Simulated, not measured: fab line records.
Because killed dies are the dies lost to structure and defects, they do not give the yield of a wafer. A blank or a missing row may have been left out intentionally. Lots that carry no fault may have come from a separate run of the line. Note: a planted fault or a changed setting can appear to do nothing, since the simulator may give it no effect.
fab line records    flow sky130
record: lots: 24  wafers: 72  lastDay: 50
route steps=708 shown LOCAL_INTERCONNECT@401 METAL1@436 METAL2@487 METAL3@532
lots that met no fault: from a run of the same line without faults
startH: start of the lot's first displayed wafer, in hours after the record's first day    waitH: how many hours have passed since the lot's step before this one    " the same as in the row above    L1.1+2: one row covering several wafers at once    - value missing, or start not given    * or withheld: withheld    < > ~ a bound
route shown NAME@n: names a module that has steps shown in the file, with the first one's number in the route    usual: mean/standard deviation taken from wafers without a fault    same: alike in all rows    chamber/n: place in a boat    sites: the reading at each site    _std_site: the values' standard deviation    _edge_site: mean of outer sites minus mean of inner sites    radiusMm: for every site, how far away it sits from the centre of the wafer    mask NAME#n: copy n    behind: the last tool/chamber to shape the wafer    hold: the reason the lot was held/the length of the hold in hours/how it ended    device: which transistor (n, p or np) failed to switch    end of line: the route-end tests of the same wafers    a step with no rows: only its recipe    killed: dies that structure and defects cost at the first sort, which is not the same as the wafer's yield    map: shows each die of a wafer: x if killed, . if not, _ if none is there
set.NAME: the setting the step ran with; set.NAME@STEP: the setting that earlier step ran with    model.NAME: the simulator's own value behind a step, which no gauge read
a sample of lots followed through the steps of the route, with each step as a table and each wafer as a row
services: from which hour (startH, from the record's first day; less than 0 if before it) a tool's chamber was out of use, for how many hours, and why
== steps ==
step: SKY_LOCAL_INTERCONNECT_METAL_ETCH_14
recipe: targetDepthNm: 110  stopOn: PSG  chemistry: Cl2/BCl3  target: TiN  resistSidewallDeg: 88  pressureMtorr: 10  icpW: 900  biasW: 48.5  Cl2_flow_sccm: 60  bcl3FlowSccm: 30  timeS: 31.4
usual: bcl3FlowSccm: 30.01/0.091  drypumpMotorCurrentA: 5.9/0.36  mfcCl2Sccm: 60.02/0.16  oesProductAu: 0.948/0.0076  throttleValvePct: 21.897/0.0091
same: timeS: 31.4
lot.wafer  tool         chamber  startH  waitH  bcl3FlowSccm  drypumpMotorCurrentA  mfcCl2Sccm  oesProductAu  rfHoursCounterH  throttleValvePct
L074.1     rieMetal-03  0        691.41  0.1    29.92         6.2                   60.14       0.945         12               21.899
L074.2     "            0        "       "      29.98         6.1                   60.10       0.955         -                21.890
L074.4     "            0        "       "      29.93         6.1                   60.03       0.957         -                21.899
L075.3     rieMetal-04  0        707.22  0.0    29.83         5.3                   60.14       0.962         -                21.892
L075.5     "            1        "       "      30.14         6.2                   60.13       0.948         -                21.878
L075.6     "            0        "       "      29.97         5.3                   59.89       0.948         -                21.897
L076.1     rieMetal-04  1        717.01  0.0    29.96         6.2                   60.17       0.957         2                21.876
L076.2     "            0        "       "      30.07         5.3                   59.97       0.951         13               21.916
L076.5     "            0        "       "      30.04         5.3                   59.72       0.962         -                21.893
L077.2     rieMetal-02  1        720.85  0.0    29.97         5.7                   59.85       0.957         13               21.886
L077.3     "            1        "       "      30.05         5.7                   60.20       0.960         -                21.883
L077.6     "            0        "       "      30.01         6.2                   60.26       0.952         -                21.913
L078.3     rieMetal-04  1        737.72  0.0    30.04         6.2                   59.88       0.948         -                21.882
L078.5     "            1        "       "      30.10         6.2                   59.81       0.953         -                21.905
L078.6     "            0        "       "      29.99         5.3                   59.91       0.947         -                21.896
L079.2     rieMetal-03  0        738.95  0.0    30.04         6.3                   60.43       0.951         13               21.891
L079.3     "            0        "       "      29.79         6.2                   59.98       0.959         -                21.900
L079.4     "            1        "       "      30.15         5.6                   59.90       0.957         -                21.885
L080.2     rieMetal-04  1        749.91  0.0    30.00         6.2                   59.84       0.940         3                21.885
L080.4     "            0        "       "      29.99         5.3                   59.95       0.941         -                21.897
L080.6     "            0        "       "      30.08         5.3                   60.38       0.944         -                21.898
L081.3     rieMetal-02  1        756.97  0.0    30.03         5.7                   60.03       0.938         -                21.889
L081.4     "            0        "       "      30.07         6.2                   60.00       0.947         -                21.904
L081.5     "            0        "       "      30.07         6.2                   59.91       0.949         -                21.901
L082.1     rieMetal-02  1        766.01  0.0    30.11         5.7                   59.62       0.936         15               21.901
L082.3     "            1        "       "      30.02         5.7                   59.78       0.955         -                21.902
L082.5     "            0        "       "      30.07         6.2                   60.21       0.942         -                21.898
L083.2     rieMetal-04  1        788.89  0.1    30.11         6.2                   60.03       0.958         -                21.896
L083.3     "            1        "       "      30.09         6.2                   60.01       0.953         -                21.885
L083.4     "            1        "       "      30.13         6.2                   60.21       0.942         -                21.898
L084.2     rieMetal-04  1        792.25  0.0    30.01         6.2                   60.06       0.952         5                21.901
L084.5     "            0        "       "      30.03         5.3                   59.84       0.953         -                21.905
L084.6     "            1        "       "      29.97         6.2                   59.99       0.948         -                21.897
L085.3     rieMetal-04  0        794.13  0.0    30.02         5.3                   60.15       0.962         -                21.889
L085.4     "            1        "       "      30.21         6.2                   60.12       0.935         -                21.873
L085.5     "            1        "       "      30.06         6.2                   60.22       0.960         -                21.890
L086.2     rieMetal-03  1        810.71  0.0    30.01         5.6                   60.11       0.947         5                21.881
L086.4     "            1        "       "      29.97         5.6                   60.15       0.950         -                21.903
L086.6     "            1        "       "      29.97         5.6                   59.93       0.941         -                21.894
L087.1     rieMetal-02  0        826.71  0.0    30.01         6.2                   59.98       0.965         7                21.886
L087.2     "            1        "       "      29.84         5.7                   60.08       0.949         0                21.910
L087.3     "            0        "       "      30.10         6.2                   59.94       0.947         -                21.897
L088.3     rieMetal-03  0        837.23  0.0    30.17         6.2                   59.93       0.948         -                21.880
L088.5     "            0        "       "      30.03         6.2                   60.05       0.940         -                21.922
L088.6     "            1        "       "      29.84         5.6                   59.80       0.951         -                21.895
L089.3     rieMetal-04  0        843.13  0.0    29.87         5.3                   59.87       0.937         -                21.894
L089.5     "            0        "       "      29.80         5.3                   59.99       0.950         -                21.894
L089.6     "            1        "       "      30.02         6.2                   60.06       0.947         -                21.895
L090.1     rieMetal-03  0        844.00  0.0    30.09         6.2                   60.13       0.959         2                21.891
L090.4     "            0        "       "      30.05         6.2                   60.05       0.944         -                21.896
L090.5     "            0        "       "      30.05         6.2                   60.27       0.957         -                21.894
L091.2     rieMetal-02  0        847.05  0.0    30.00         6.2                   60.13       0.951         8                21.896
L091.4     "            0        "       "      30.27         6.2                   59.94       0.950         -                21.896
L091.5     "            0        "       "      29.87         6.2                   60.07       0.945         -                21.901
L092.1     rieMetal-03  1        848.51  0.0    29.97         5.6                   59.91       0.950         6                21.883
L092.3     "            0        "       "      30.12         6.2                   60.01       0.954         -                21.900
L092.5     "            0        "       "      30.01         6.2                   60.16       0.942         -                21.900
L093.3     rieMetal-04  1        852.53  0.0    29.97         6.2                   59.91       0.958         -                21.879
L093.4     "            0        "       "      30.10         5.3                   60.17       0.954         -                21.904
L093.5     "            1        "       "      29.96         6.2                   59.99       0.958         -                21.889
L094.1     rieMetal-04  0        858.11  0.0    29.92         5.3                   59.87       0.940         2                21.913
L094.2     "            1        "       "      29.90         6.2                   60.33       0.937         7                21.917
L094.5     "            1        "       "      29.99         6.2                   60.10       0.926         -                21.907
L095.2     rieMetal-02  0        880.71  0.0    29.95         6.2                   59.94       0.940         10               21.910
L095.3     "            1        "       "      29.96         5.7                   59.86       0.954         -                21.902
L095.5     "            0        "       "      29.88         6.2                   59.94       0.950         -                21.907
L096.1     rieMetal-04  1        882.45  0.0    30.04         6.2                   60.33       0.939         8                21.909
L096.3     "            0        "       "      30.03         5.3                   59.92       0.952         -                21.889
L096.4     "            1        "       "      30.00         6.2                   60.01       0.947         -                21.898
L097.1     rieMetal-02  0        898.15  0.0    30.10         6.2                   59.76       0.938         11               21.910
L097.2     "            1        "       "      30.04         5.7                   59.98       0.946         4                21.893
L097.5     "            0        "       "      29.90         6.2                   59.84       0.941         -                21.885
step: SKY_METAL1_SPUTTER_02
recipe: material: AlCu  targetThkNm: 250  powerW: 10600  timeS: 13.3  chamberPressurePa: 0.4
usual: throttleValvePct: 30.0/0.99
same: timeS: 13.3
lot.wafer  tool           chamber  startH  waitH  throttleValvePct
L074.1     pvdSputter-01  -        721.30  0.0    29.9
L074.2     "              -        "       "      31.4
L074.4     "              -        "       "      29.7
L075.3     pvdSputter-01  -        736.44  0.0    30.9
L075.5     "              -        "       "      30.9
L075.6     "              -        "       "      29.8
L076.1     pvdSputter-02  -        746.84  0.0    29.4
L076.2     "              -        "       "      29.1
L076.5     "              -        "       "      31.3
L077.2     pvdSputter-01  -        750.21  0.0    31.3
L077.3     "              -        "       "      29.6
L077.6     "              -        "       "      29.7
L078.3     pvdSputter-02  -        767.72  0.0    29.4
L078.5     "              -        "       "      29.8
L078.6     "              -        "       "      31.2
L079.2     pvdSputter-04  -        768.56  0.0    28.4
L079.3     "              -        "       "      31.1
L079.4     "              -        "       "      28.6
L080.2     pvdSputter-02  -        779.58  0.0    31.2
L080.4     "              -        "       "      31.4
L080.6     "              -        "       "      29.7
L081.3     pvdSputter-02  -        787.06  0.0    29.3
L081.4     "              -        "       "      31.2
L081.5     "              -        "       "      31.3
L082.1     pvdSputter-01  -        795.22  0.0    30.0
L082.3     "              -        "       "      29.5
L082.5     "              -        "       "      30.9
L083.2     pvdSputter-02  -        818.31  0.0    30.9
L083.3     "              -        "       "      29.4
L083.4     "              -        "       "      29.6
L084.2     pvdSputter-04  -        821.28  0.0    28.3
L084.5     "              -        "       "      30.9
L084.6     "              -        "       "      28.3
L085.3     pvdSputter-02  -        823.71  0.0    31.0
L085.4     "              -        "       "      29.5
L085.5     "              -        "       "      29.3
L086.2     pvdSputter-04  -        840.26  0.0    28.7
L086.4     "              -        "       "      28.2
L086.6     "              -        "       "      28.7
L087.1     pvdSputter-04  -        855.91  0.0    30.9
L087.2     "              -        "       "      28.4
L087.3     "              -        "       "      30.3
L088.3     pvdSputter-01  -        866.39  0.0    29.5
L088.5     "              -        "       "      30.7
L088.6     "              -        "       "      29.7
L089.3     pvdSputter-04  -        872.43  0.0    31.1
L089.5     "              -        "       "      29.0
L089.6     "              -        "       "      30.3
L090.1     pvdSputter-04  -        873.59  0.0    28.7
L090.4     "              -        "       "      30.0
L090.5     "              -        "       "      30.5
L091.2     pvdSputter-04  -        876.17  0.0    29.9
L091.4     "              -        "       "      28.3
L091.5     "              -        "       "      30.9
L092.1     pvdSputter-01  -        877.40  0.0    30.9
L092.3     "              -        "       "      29.6
L092.5     "              -        "       "      30.6
L093.3     pvdSputter-01  -        881.40  0.0    31.3
L093.4     "              -        "       "      29.5
L093.5     "              -        "       "      31.2
L094.1     pvdSputter-02  -        887.05  0.0    29.5
L094.2     "              -        "       "      31.5
L094.5     "              -        "       "      29.2
L095.2     pvdSputter-04  -        910.01  0.0    28.8
L095.3     "              -        "       "      30.3
L095.5     "              -        "       "      28.3
L096.1     pvdSputter-04  -        910.93  0.0    28.6
L096.3     "              -        "       "      31.0
L096.4     "              -        "       "      30.3
L097.1     pvdSputter-01  -        925.72  0.0    29.5
L097.2     "              -        "       "      29.6
L097.5     "              -        "       "      31.4
step: SKY_METAL1_METAL_ETCH_19
recipe: targetDepthA: 3600  stopOn: SiO2  overEtchFrac: 0.3  timeS: 78  chemistry: Cl2/BCl3  resistSidewallDeg: 88  pressureMtorr: 10  icpW: 900  biasW: 48.5  Cl2_flow_sccm: 60  bcl3FlowSccm: 30
usual: bcl3FlowSccm: 30.01/0.097  drypumpMotorCurrentA: 5.9/0.37  mfcCl2Sccm: 59.99/0.18  oesProductAu: 0.855/0.006  throttleValvePct: 22.264/0.0094
same: timeS: 78
lot.wafer  tool         chamber  startH  waitH  bcl3FlowSccm  drypumpMotorCurrentA  mfcCl2Sccm  oesProductAu  rfHoursCounterH  throttleValvePct
L074.1     rieMetal-03  1        748.79  0.0    30.00         5.6                   60.07       0.851         1                22.265
L074.2     "            0        "       "      29.97         6.2                   59.99       0.847         13               22.277
L074.4     "            0        "       "      29.96         6.2                   60.09       0.857         -                22.286
L075.3     rieMetal-04  1        763.68  0.1    29.86         6.2                   60.19       0.847         -                22.275
L075.5     "            1        "       "      29.94         6.2                   60.18       0.845         -                22.266
L075.6     "            1        "       "      29.85         6.2                   60.11       0.853         -                22.266
L076.1     rieMetal-01  1        774.34  0.0    29.97         5.8                   60.30       0.858         9                22.251
L076.2     "            0        "       "      29.91         6.4                   60.27       0.856         4                22.252
L076.5     "            1        "       "      29.96         5.8                   60.09       0.861         -                22.270
L077.2     rieMetal-04  1        777.49  0.2    29.83         6.2                   59.75       0.855         -                22.250
L077.3     "            1        "       "      29.84         6.2                   59.79       0.852         -                22.278
L077.6     "            1        "       "      29.85         6.2                   59.84       0.857         -                22.284
L078.3     rieMetal-01  1        794.52  0.1    29.92         5.8                   59.77       0.850         -                22.253
L078.5     "            1        "       "      29.97         5.8                   59.84       0.844         -                22.271
L078.6     "            0        "       "      30.06         6.4                   60.32       0.845         -                22.262
L079.2     rieMetal-03  1        795.57  0.1    30.09         5.6                   59.74       0.861         -                22.258
L079.3     "            1        "       "      30.14         5.6                   59.98       0.860         -                22.280
L079.4     "            1        "       "      30.05         5.6                   60.30       0.867         -                22.242
L080.2     rieMetal-01  0        806.72  0.0    30.04         6.4                   59.98       0.858         5                22.253
L080.4     "            0        "       "      30.04         6.4                   59.87       0.858         -                22.264
L080.6     "            1        "       "      30.05         5.7                   59.82       0.850         -                22.277
L081.3     rieMetal-03  1        813.85  0.1    29.97         5.6                   60.17       0.849         -                22.271
L081.4     "            0        "       "      29.97         6.2                   60.24       0.847         -                22.272
L081.5     "            1        "       "      30.14         5.6                   60.01       0.851         -                22.261
L082.1     rieMetal-04  0        821.99  0.0    30.01         5.3                   60.03       0.855         1                22.251
L082.3     "            1        "       "      29.97         6.2                   59.86       0.854         -                22.260
L082.5     "            1        "       "      29.94         6.2                   59.83       0.862         -                22.268
L083.2     rieMetal-04  0        845.57  0.0    30.15         5.3                   60.44       0.850         2                22.278
L083.3     "            0        "       "      30.15         5.3                   60.33       0.841         -                22.257
L083.4     "            1        "       "      30.07         6.2                   60.34       0.842         -                22.270
L084.2     rieMetal-04  0        848.39  0.0    30.05         5.3                   60.04       0.859         2                22.270
L084.5     "            1        "       "      29.95         6.2                   59.77       0.858         -                22.279
L084.6     "            0        "       "      30.03         5.3                   59.91       0.858         -                22.264
L085.3     rieMetal-04  1        850.47  0.1    30.12         6.2                   60.19       0.858         -                22.256
L085.4     "            0        "       "      30.12         5.3                   60.09       0.849         -                22.272
L085.5     "            0        "       "      30.05         5.3                   60.19       0.848         -                22.265
L086.2     rieMetal-01  1        866.72  0.0    29.96         5.8                   59.97       0.850         12               22.257
L086.4     "            1        "       "      30.01         5.8                   59.83       0.851         -                22.265
L086.6     "            0        "       "      30.21         6.4                   59.80       0.862         -                22.255
L087.1     rieMetal-01  1        882.04  0.0    29.94         5.7                   59.65       0.854         13               22.264
L087.2     "            0        "       "      30.02         6.4                   59.80       0.868         8                22.276
L087.3     "            1        "       "      30.00         5.8                   59.92       0.858         -                22.250
L088.3     rieMetal-03  0        892.40  0.1    30.11         6.2                   60.22       0.849         -                22.272
L088.5     "            0        "       "      29.88         6.2                   59.84       0.861         -                22.253
L088.6     "            1        "       "      30.01         5.6                   60.16       0.855         -                22.266
L089.3     rieMetal-03  0        898.17  0.1    30.03         6.1                   60.19       0.860         -                22.266
L089.5     "            1        "       "      30.02         5.6                   59.80       0.857         -                22.270
L089.6     "            0        "       "      30.06         6.2                   60.00       0.858         -                22.253
L090.1     rieMetal-01  1        899.74  0.0    30.05         5.8                   59.84       0.866         13               22.256
L090.4     "            1        "       "      29.99         5.8                   60.14       0.849         -                22.252
L090.5     "            1        "       "      30.04         5.7                   60.19       0.855         -                22.272
L091.2     rieMetal-04  0        902.57  0.0    29.99         5.3                   60.05       0.847         4                22.263
L091.4     "            1        "       "      29.98         6.2                   59.97       0.858         -                22.257
L091.5     "            1        "       "      30.14         6.2                   60.04       0.851         -                22.270
L092.1     rieMetal-01  0        903.52  0.0    30.01         6.4                   60.11       0.853         9                22.273
L092.3     "            0        "       "      30.05         6.4                   59.97       0.855         -                22.255
L092.5     "            0        "       "      29.93         6.4                   59.96       0.858         -                22.269
L093.3     rieMetal-04  0        907.40  0.1    29.92         5.3                   60.13       0.860         -                22.267
L093.4     "            1        "       "      29.90         6.3                   59.70       0.858         -                22.263
L093.5     "            1        "       "      29.93         6.2                   60.32       0.863         -                22.254
L094.1     rieMetal-01  1        912.29  0.0    29.92         5.8                   60.22       0.858         14               22.260
L094.2     "            0        "       "      30.08         6.4                   59.78       0.858         10               22.264
L094.5     "            0        "       "      30.03         6.4                   59.93       0.844         -                22.250
L095.2     rieMetal-04  0        935.27  0.0    29.95         5.3                   60.22       0.868         5                22.266
L095.3     "            0        "       "      30.18         5.3                   60.17       0.853         -                22.269
L095.5     "            1        "       "      29.99         6.2                   59.91       0.866         -                22.260
L096.1     rieMetal-03  1        936.59  0.0    30.05         5.6                   60.02       0.869         10               22.255
L096.3     "            1        "       "      30.07         5.6                   59.64       0.853         -                22.261
L096.4     "            0        "       "      30.03         6.2                   60.22       0.856         -                22.259
L097.1     rieMetal-01  1        950.89  0.0    30.02         5.8                   60.19       0.857         16               22.261
L097.2     "            0        "       "      29.96         6.4                   59.95       0.846         11               22.283
L097.5     "            0        "       "      30.15         6.4                   60.06       0.850         -                22.277
step: SKY_METAL2_SPUTTER_04
recipe: material: TiN  targetThkNm: 70  powerW: 6500  timeS: 58.3  chamberPressurePa: 0.4
usual: throttleValvePct: 29.8/1
same: timeS: 58.3
lot.wafer  tool           chamber  startH  waitH  throttleValvePct
L074.1     pvdSputter-04  -        778.55  0.0    30.1
L074.2     "              -        "       "      28.7
L074.4     "              -        "       "      30.8
L075.3     pvdSputter-04  -        792.34  0.0    28.4
L075.5     "              -        "       "      31.1
L075.6     "              -        "       "      30.5
L076.1     pvdSputter-03  -        803.49  0.0    30.2
L076.2     "              -        "       "      30.8
L076.5     "              -        "       "      30.5
L077.2     pvdSputter-04  -        806.94  0.0    28.3
L077.3     "              -        "       "      30.9
L077.6     "              -        "       "      31.0
L078.3     pvdSputter-04  -        824.14  0.0    30.9
L078.5     "              -        "       "      28.9
L078.6     "              -        "       "      28.3
L079.2     pvdSputter-01  -        824.48  0.0    31.2
L079.3     "              -        "       "      29.6
L079.4     "              -        "       "      30.7
L080.2     pvdSputter-04  -        836.40  0.0    28.5
L080.4     "              -        "       "      28.9
L080.6     "              -        "       "      30.9
L081.3     pvdSputter-01  -        842.87  0.0    29.8
L081.4     "              -        "       "      31.0
L081.5     "              -        "       "      29.9
L082.1     pvdSputter-04  -        850.57  0.0    28.2
L082.3     "              -        "       "      30.8
L082.5     "              -        "       "      30.0
L083.2     pvdSputter-03  -        874.90  0.0    30.3
L083.3     "              -        "       "      30.4
L083.4     "              -        "       "      28.3
L084.2     pvdSputter-04  -        877.03  0.0    28.8
L084.5     "              -        "       "      30.6
L084.6     "              -        "       "      30.4
L085.3     pvdSputter-04  -        879.04  0.0    28.7
L085.4     "              -        "       "      30.2
L085.5     "              -        "       "      28.2
L086.2     pvdSputter-03  -        894.70  0.0    30.2
L086.4     "              -        "       "      30.4
L086.6     "              -        "       "      28.8
L087.1     pvdSputter-01  -        910.48  0.0    29.6
L087.2     "              -        "       "      30.9
L087.3     "              -        "       "      31.5
L088.3     pvdSputter-04  -        920.27  0.0    30.1
L088.5     "              -        "       "      30.2
L088.6     "              -        "       "      31.1
L089.3     pvdSputter-01  -        926.69  0.0    29.7
L089.5     "              -        "       "      30.0
L089.6     "              -        "       "      30.7
L090.1     pvdSputter-04  -        927.66  0.0    30.1
L090.4     "              -        "       "      28.7
L090.5     "              -        "       "      28.6
L091.2     pvdSputter-03  -        930.06  0.0    28.4
L091.4     "              -        "       "      30.4
L091.5     "              -        "       "      28.2
L092.1     pvdSputter-01  -        930.38  0.0    31.0
L092.3     "              -        "       "      30.8
L092.5     "              -        "       "      30.8
L093.3     pvdSputter-04  -        935.59  0.0    30.8
L093.4     "              -        "       "      28.8
L093.5     "              -        "       "      28.7
L094.1     pvdSputter-01  -        940.17  0.0    29.9
L094.2     "              -        "       "      29.3
L094.5     "              -        "       "      30.7
L095.2     pvdSputter-04  -        962.19  0.0    28.4
L095.3     "              -        "       "      30.1
L095.5     "              -        "       "      28.3
L096.1     pvdSputter-01  -        963.74  0.0    29.7
L096.3     "              -        "       "      29.6
L096.4     "              -        "       "      31.3
L097.1     pvdSputter-01  -        977.44  0.0    30.8
L097.2     "              -        "       "      29.6
L097.5     "              -        "       "      31.1
step: SKY_METAL3_SPUTTER_00
recipe: material: Ti  targetThkNm: 15  powerW: 3000  timeS: 10  chamberPressurePa: 0.4
usual: throttleValvePct: 30.2/0.96
same: timeS: 10
lot.wafer  tool           chamber  startH   waitH  throttleValvePct
L074.1     pvdSputter-04  -        834.37   0.2    28.3
L074.2     "              -        "        "      30.8
L074.4     "              -        "        "      31.1
L075.3     pvdSputter-01  -        848.05   0.2    29.4
L075.5     "              -        "        "      30.0
L075.6     "              -        "        "      30.9
L076.1     pvdSputter-04  -        859.79   0.1    27.8
L076.2     "              -        "        "      31.0
L076.5     "              -        "        "      31.0
L077.2     pvdSputter-04  -        862.27   0.1    30.6
L077.3     "              -        "        "      29.0
L077.6     "              -        "        "      28.3
L078.3     pvdSputter-01  -        880.06   0.2    29.6
L078.5     "              -        "        "      29.6
L078.6     "              -        "        "      31.0
L079.2     pvdSputter-04  -        880.15   0.1    30.2
L079.3     "              -        "        "      31.1
L079.4     "              -        "        "      28.7
L080.2     pvdSputter-01  -        891.22   0.2    29.7
L080.4     "              -        "        "      30.9
L080.6     "              -        "        "      31.5
L081.3     pvdSputter-01  -        897.34   0.1    30.7
L081.4     "              -        "        "      29.8
L081.5     "              -        "        "      30.9
L082.1     pvdSputter-01  -        905.40   0.1    29.6
L082.3     "              -        "        "      29.7
L082.5     "              -        "        "      29.6
L083.2     pvdSputter-02  -        929.37   0.1    29.5
L083.3     "              -        "        "      31.2
L083.4     "              -        "        "      31.0
L084.2     pvdSputter-02  -        930.75   0.2    29.9
L084.5     "              -        "        "      29.8
L084.6     "              -        "        "      29.1
L085.3     pvdSputter-01  -        932.55   0.2    29.8
L085.4     "              -        "        "      30.7
L085.5     "              -        "        "      30.8
L086.2     pvdSputter-02  -        947.91   0.2    29.6
L086.4     "              -        "        "      29.2
L086.6     "              -        "        "      29.5
L087.1     pvdSputter-04  -        963.30   0.2    28.2
L087.2     "              -        "        "      28.6
L087.3     "              -        "        "      30.9
L088.3     pvdSputter-01  -        972.06   0.2    29.7
L088.5     "              -        "        "      29.8
L088.6     "              -        "        "      31.2
L089.3     pvdSputter-02  -        977.76   0.2    31.2
L089.5     "              -        "        "      31.0
L089.6     "              -        "        "      31.2
L090.1     pvdSputter-02  -        978.92   0.2    29.6
L090.4     "              -        "        "      31.1
L090.5     "              -        "        "      31.0
L091.2     pvdSputter-04  -        981.75   0.1    28.8
L091.4     "              -        "        "      27.9
L091.5     "              -        "        "      30.1
L092.1     pvdSputter-02  -        982.66   0.1    31.1
L092.3     "              -        "        "      29.8
L092.5     "              -        "        "      29.7
L093.3     pvdSputter-01  -        986.77   0.2    30.7
L093.4     "              -        "        "      31.4
L093.5     "              -        "        "      30.8
L094.1     pvdSputter-01  -        990.90   0.2    31.2
L094.2     "              -        "        "      30.6
L094.5     "              -        "        "      31.4
L095.2     pvdSputter-01  -        1012.86  0.2    31.3
L095.3     "              -        "        "      30.6
L095.5     "              -        "        "      29.7
L096.1     pvdSputter-02  -        1013.31  0.2    31.5
L096.3     "              -        "        "      31.1
L096.4     "              -        "        "      29.2
L097.1     pvdSputter-02  -        1025.41  0.1    31.2
L097.2     "              -        "        "      29.2
L097.5     "              -        "        "      31.3
step: SKY_METAL3_SPUTTER_01
recipe: material: TiN  targetThkNm: 20  powerW: 6500  timeS: 16.7  chamberPressurePa: 0.3829
usual: throttleValvePct: 30.2/0.94
same: timeS: 16.7
lot.wafer  tool           chamber  startH   waitH  throttleValvePct
L074.1     pvdSputter-04  -        834.40   0.0    28.4
L074.2     "              -        "        "      31.0
L074.4     "              -        "        "      31.1
L075.3     pvdSputter-01  -        848.08   0.0    29.7
L075.5     "              -        "        "      29.7
L075.6     "              -        "        "      30.7
L076.1     pvdSputter-04  -        859.81   0.0    28.3
L076.2     "              -        "        "      30.8
L076.5     "              -        "        "      31.0
L077.2     pvdSputter-04  -        862.29   0.0    30.4
L077.3     "              -        "        "      28.8
L077.6     "              -        "        "      28.3
L078.3     pvdSputter-01  -        880.08   0.0    29.8
L078.5     "              -        "        "      29.6
L078.6     "              -        "        "      30.6
L079.2     pvdSputter-04  -        880.17   0.0    30.2
L079.3     "              -        "        "      31.1
L079.4     "              -        "        "      28.8
L080.2     pvdSputter-01  -        891.24   0.0    29.7
L080.4     "              -        "        "      30.7
L080.6     "              -        "        "      31.5
L081.3     pvdSputter-01  -        897.36   0.0    30.8
L081.4     "              -        "        "      29.9
L081.5     "              -        "        "      30.4
L082.1     pvdSputter-01  -        905.42   0.0    29.5
L082.3     "              -        "        "      29.6
L082.5     "              -        "        "      29.8
L083.2     pvdSputter-02  -        929.39   0.0    29.0
L083.3     "              -        "        "      31.5
L083.4     "              -        "        "      31.3
L084.2     pvdSputter-02  -        930.77   0.0    29.6
L084.5     "              -        "        "      29.7
L084.6     "              -        "        "      29.3
L085.3     pvdSputter-01  -        932.57   0.0    29.7
L085.4     "              -        "        "      30.8
L085.5     "              -        "        "      31.0
L086.2     pvdSputter-02  -        947.93   0.0    29.7
L086.4     "              -        "        "      29.1
L086.6     "              -        "        "      29.9
L087.1     pvdSputter-04  -        963.32   0.0    28.4
L087.2     "              -        "        "      28.6
L087.3     "              -        "        "      30.9
L088.3     pvdSputter-01  -        972.09   0.0    29.7
L088.5     "              -        "        "      29.7
L088.6     "              -        "        "      30.9
L089.3     pvdSputter-02  -        977.78   0.0    31.2
L089.5     "              -        "        "      31.1
L089.6     "              -        "        "      31.6
L090.1     pvdSputter-02  -        978.94   0.0    29.8
L090.4     "              -        "        "      31.3
L090.5     "              -        "        "      31.4
L091.2     pvdSputter-04  -        981.77   0.0    28.8
L091.4     "              -        "        "      28.3
L091.5     "              -        "        "      30.2
L092.1     pvdSputter-02  -        982.68   0.0    31.2
L092.3     "              -        "        "      29.8
L092.5     "              -        "        "      29.6
L093.3     pvdSputter-01  -        986.79   0.0    30.6
L093.4     "              -        "        "      31.8
L093.5     "              -        "        "      30.8
L094.1     pvdSputter-01  -        990.92   0.0    31.1
L094.2     "              -        "        "      30.9
L094.5     "              -        "        "      31.4
L095.2     pvdSputter-01  -        1012.88  0.0    31.2
L095.3     "              -        "        "      30.9
L095.5     "              -        "        "      29.9
L096.1     pvdSputter-02  -        1013.34  0.0    31.1
L096.3     "              -        "        "      31.3
L096.4     "              -        "        "      29.2
L097.1     pvdSputter-02  -        1025.44  0.0    31.3
L097.2     "              -        "        "      29.5
L097.5     "              -        "        "      31.2
== services ==
tool           chamber  startH   hours  kind
pvdSputter-04  -        669.54   1.5    repair
pvdSputter-02  -        684.01   7.6    repair
rieMetal-03    -        693.57   15.6   pm
pvdSputter-01  -        785.73   0.7    repair
rieMetal-03    -        812.61   0.6    repair
pvdSputter-02  -        827.26   11.6   repair
pvdSputter-01  -        836.39   6.2    repair
pvdSputter-02  -        840.67   1.2    repair
rieMetal-02    0        847.39   5.1    repair
pvdSputter-02  -        868.18   2.4    repair
pvdSputter-02  -        880.20   4.8    repair
pvdSputter-04  -        890.21   0.9    repair
pvdSputter-04  -        890.26   5.2    repair
pvdSputter-04  -        894.11   5.4    repair
rieMetal-04    -        919.61   10.6   repair
pvdSputter-02  -        931.67   1.4    repair
rieMetal-01    -        943.71   0.4    repair
rieMetal-03    -        955.18   0.6    repair
rieMetal-04    1        959.23   2.5    repair
pvdSputter-04  -        971.67   4.9    repair
pvdSputter-01  -        979.70   3.2    repair
rieMetal-01    1        984.98   6.7    repair
rieMetal-03    -        1013.69  1.4    pm
rieMetal-02    -        1023.06  3.7    repair
== key ==
fault none
